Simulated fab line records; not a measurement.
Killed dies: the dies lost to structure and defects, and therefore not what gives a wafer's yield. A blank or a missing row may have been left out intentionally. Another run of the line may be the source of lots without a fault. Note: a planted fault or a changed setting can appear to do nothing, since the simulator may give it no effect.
A struck lot beside a sound one -- flow sky130 -- 35 steps out of a route of 708
Sound: wafers L474.2, L474.3, L474.6. Struck: wafers L475.1, L475.2, L475.4. Last of all comes the cause.
For every step that has rows: the tool of each side, followed by ch and its chambers, followed by its first start. Under that, the readings that differ: sound wafers -- struck wafers -- difference of the means -- sigmas: that difference in standard deviations of wafers without a fault.
alike: readings whose means differ by less than 2 such deviations, and words and numbers that are the same on both sides. not compared: withheld readings, readings that some wafer has no value for, bounds like >300 that may hide the same value, and numbers for which the record gives no deviation and whose values overlap.
The two part at a step that has a row with sigmas, a row that says differs or no value, or rows on one side only. Numbers that don't overlap but have no deviation are shown without sigmas and don't part them. A reading that every wafer of one side lacks parts them only if that side has two wafers or more.

SKY_SD_P_CD_MEAS_07 targets a cd of 380 nm.
  struck on cdSem-01, day 28 07:17; sound on cdSem-01, day 27 23:14
reading,sound,struck,difference,sigmas
cdNm (nm),379.4 375.6 379.4,383.3 383.0 382.7,+4.9,+2
SKY_SD_P_OVL_MEAS_08:
  struck on overlay-01, day 28 07:24; sound on overlay-01, day 27 23:20
  alike: SD_P_OVL
then, 1 step without rows for these wafers: SKY_SD_P_IMPLANT_09.
SKY_SD_P_STRIP_10: strips in O2/N2.
  sound on plasmaAsher-04 ch 0,1, day 27 23:31; struck on plasmaAsher-02 ch 0,1, day 28 07:35
  alike: drypumpMotorCurrentA, n2FlowSccm, oesProductAu, stripTimeToEndpointS
  not compared: rfHoursCounterH
SKY_SD_P_TW_MEAS_11:
  struck on filmMetro-04, day 28 07:41; sound on filmMetro-01, day 27 23:38
reading,sound,struck,difference,sigmas
SD_P_TW,2886 2894 2901,2791 2800 2790,-100,-2
then, 7 steps without rows for these wafers: SKY_RES_XHIGH_DEHYDRATE_00 (time 60 s); SKY_RES_XHIGH_HMDS_01 (prime time 60 s); SKY_RES_XHIGH_COAT_02 (resist thk 1140 nm); SKY_RES_XHIGH_SOFTBAKE_03 (time 60 s); SKY_RES_XHIGH_EXPOSE_04 (exposes mask URPM, target cd 1270 nm); SKY_RES_XHIGH_PEB_05; SKY_RES_XHIGH_DEVELOP_06 (develop time 60 s).
SKY_RES_XHIGH_IMPLANT_07:
  sound on implanter-04 ch 0, day 29 04:26; struck on implanter-01 ch 0, day 29 12:31
SKY_RES_XHIGH_STRIP_08: strips in O2/N2.
  sound on plasmaAsher-03 ch 1, day 29 04:34; struck on plasmaAsher-04 ch 0,1, day 29 12:40
reading,sound,struck,difference,sigmas
oesProductAu (a.u.),0.715 0.708 0.706,0.683 0.682 0.681,-0.028,-6
stripTimeToEndpointS (s),14.31 14.17 14.23,15.11 15.01 15.06,+0.82,+23
  alike: drypumpMotorCurrentA, n2FlowSccm
  not compared: rfHoursCounterH
SKY_RES_XHIGH_TW_MEAS_09:
  struck on filmMetro-01, day 29 12:49; sound on filmMetro-01, day 29 04:40
reading,sound,struck,difference,sigmas
RES_XHIGH_TW,1700 1700 1690,2078 2072 2073,+378,+11
then, 7 steps without rows for these wafers: SKY_SD_N_DEHYDRATE_00 (time 60 s); SKY_SD_N_HMDS_01 (prime time 60 s); SKY_SD_N_COAT_02 (resist thk 1140 nm); SKY_SD_N_SOFTBAKE_03 (time 60 s); SKY_SD_N_EXPOSE_04 (exposes mask NSDM, target cd 380 nm); SKY_SD_N_PEB_05; SKY_SD_N_DEVELOP_06 (develop time 60 s).
SKY_SD_N_CD_MEAS_07 targets a cd of 380 nm.
  struck on cdSem-01, day 30 16:19; sound on cdSem-01, day 30 07:58
  alike: cdNm
SKY_SD_N_OVL_MEAS_08:
  struck on overlay-02, day 30 16:26; sound on overlay-02, day 30 08:04
reading,sound,struck,difference,sigmas
SD_N_OVL (nm),0.3 1.5 4.1,-2.5 -1.0 -3.3,-4.2,-3
then, 2 steps without rows for these wafers: SKY_SD_N_IMPLANT_09; SKY_SD_N_IMPLANT_10.
SKY_SD_N_STRIP_11: strips in O2/N2.
  sound on plasmaAsher-01 ch 0,1, day 30 08:24; struck on plasmaAsher-01 ch 0,1, day 30 16:46
  alike: drypumpMotorCurrentA, n2FlowSccm, oesProductAu, stripTimeToEndpointS
  not compared: rfHoursCounterH
SKY_SD_N_TW_MEAS_12:
  struck on filmMetro-01, day 30 16:52; sound on filmMetro-04, day 30 08:31
reading,sound,struck,difference,sigmas
SD_N_TW,3942 3931 3924,4083 4092 4109,+162,+2
then, 1 step without rows for these wafers: SKY_SD_N_CLEAN_13 (cleans in SC1/SC2, time 150 s).
SKY_SD_N_RTA_14: time 2 s.
  sound on rtpAnneal-01 ch 0, day 30 08:37; struck on rtpAnneal-02 ch 0, day 30 16:59
  alike: lampPowerPct, wafer_temp_C_max
SKY_SD_N_RS_MEAS_16: measurement is done with a four-point probe.
  struck on filmMetro-04, day 30 17:09; sound on filmMetro-04, day 30 08:48
  alike: SD_N_RS
SKY_SD_N_RS_MEAS_17: measurement is done with a four-point probe.
  struck on filmMetro-04, day 30 17:16; sound on filmMetro-04, day 30 08:55
  alike: SD_P_RS
SKY_SD_N_RS_MEAS_18: measurement is done with a four-point probe.
  struck on filmMetro-04, day 30 17:23; sound on filmMetro-04, day 30 09:02
reading,sound,struck,difference,sigmas
RES_XHIGH_RS (ohm/sq),333.6 333.0 333.1,204.4 205.3 204.7,-128.4,-99 or more
then, 1 step without rows for these wafers: SKY_SALICIDE_CLEAN_00 (cleans in HF-last, time 30 s).
-- the record jumps here: 17 days lie between the struck wafers' starts before and after (it left off in module SALICIDE and takes up again in module PAD_OPEN, whose first step shown is number 708 of the route) --
SKY_PAD_OPEN_PROBE_99:
  struck on prober-02, day 47 21:39; sound on prober-01, day 47 16:40
reading,sound,struck,difference,sigmas
model.etest.resXhighPo.lineOhmUm,5695 5530 5730,1857 1876 1860,-3787,
model.etest.resXhighPo.rsOhmSq,1986 1957 2024,643 658.1 657.8,-1336,
model.etest.resXhighPo.rsOhmSqRange,69.23 31.04 42.55,24.79 23.54 25.38,-23.04,
  alike: killed_at_M0_to_M3, killed_at_M4_up, killedAtContacts, killedAtFrontEnd, killedAtOther, killedDies, killedOpen, killedShort
  not compared: model.etest.resXhighPo.rsOhmSqRimLessCentre

WHERE THEY PART
Last at SKY_SD_N_RS_MEAS_18 as far as this record goes, first at SKY_SD_P_CD_MEAS_07. Later steps at which nothing parts them and some readings are alike: SKY_PAD_OPEN_PROBE_99.

WHY: what had been put in by the simulator
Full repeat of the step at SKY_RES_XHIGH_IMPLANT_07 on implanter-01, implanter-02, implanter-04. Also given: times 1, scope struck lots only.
